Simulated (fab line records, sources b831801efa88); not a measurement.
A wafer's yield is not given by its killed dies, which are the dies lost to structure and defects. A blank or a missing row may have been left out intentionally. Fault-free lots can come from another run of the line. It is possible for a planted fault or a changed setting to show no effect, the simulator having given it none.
Problem report in the 8D (eight disciplines) form, filled by code	flow gf180mcu	the parts of the form that need people (team, actions taken, sign-off) are left out

== 1. WHAT IS WRONG ==
Mean of rf fwd power W at GF_V5_ETCH_16: 415.4 W across 6 wafers in 2 lots; on wafers with no fault it is 494.7 W (standard deviation 2.1). Relative to the usual mean, that is a shift of -38 standard deviations.
The step: etches BARC in N2/H2.
Seen first at day 31 17:38 on rie diel-01, wafer L750.4. Wafers with a number at this step in the record: 39, from 13 lots. The rule behind "out" and "out of limits": a value lying over 4 standard deviations away from the usual mean. The rest of the wafers with a number are treated as sound.

== 2. WHAT THIS IS AND IS NOT ==
question	is	is not
which readings at this step	rf fwd power W	drypump motor current A, oes product au, throttle valve pct
which lots	L750, L755	L735, L737, L738, L740, L741, L743, L745, L746, L754, L757, L758
which wafers of those lots	all that have a number	-
read on which tools	rie diel-01	rie diel-02, rie diel-04
when	from day 31 17:38	up to then (24 sound wafers); but 9 sound wafers of L754, L757, L758 came after

== 3. WHAT RULES OUT EACH SUSPECT ==
Counting: a tool stays on the suspect list if, at a process step up to the reading, it processed all lots that are out and no sound lot following the first of them.
- rie diel-01 at GF_V5_ETCH_16 (etches BARC in N2/H2): kept. Every lot that is out went through it, starting with L750 (day 31 17:38), and after that it ran no sound lot; the last sound lot it ran before then is L741 (day 29 04:27). Out on those wafers are its own readings of rf fwd power W.
Left after counting: rie diel-01 at GF_V5_ETCH_16.

== 4. THE CAUSE (what the simulator had put in) ==
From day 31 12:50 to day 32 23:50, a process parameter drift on rie diel-01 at GF_V5_ETCH_16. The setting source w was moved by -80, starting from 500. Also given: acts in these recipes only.
The count eliminated every tool but this one.

== 5. THE CHAIN OF EFFECTS, in route order ==
Rows list readings where the struck wafers' mean (over those with a number) sits beyond 3 standard deviations from the usual. Only readings for which the record gives a usual standard deviation are gone through. hours: the time from each lot's start at the first step in this table that gives one to its start at this step, as a median over the lots. sigmas: the change in usual standard deviations.
hours	step	reading	usual	on struck wafers	change	sigmas
0	GF_V5_ETCH_16	rf fwd power W	494.7 W	415.4	-79.3	-38
It contains these process steps:
- GF_V5_ETCH_16: etches BARC in N2/H2.
At these later measuring or inspecting steps, every struck wafer for which the step has a row has a number for every such reading, and none has moved that far: GF_V5_RS_MEAS_24.

== 6. WHAT WOULD HAVE CAUGHT IT SOONER ==
The fault began at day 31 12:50; the first out-of-limits reading in this record came at day 31 17:38, 5 hours later.
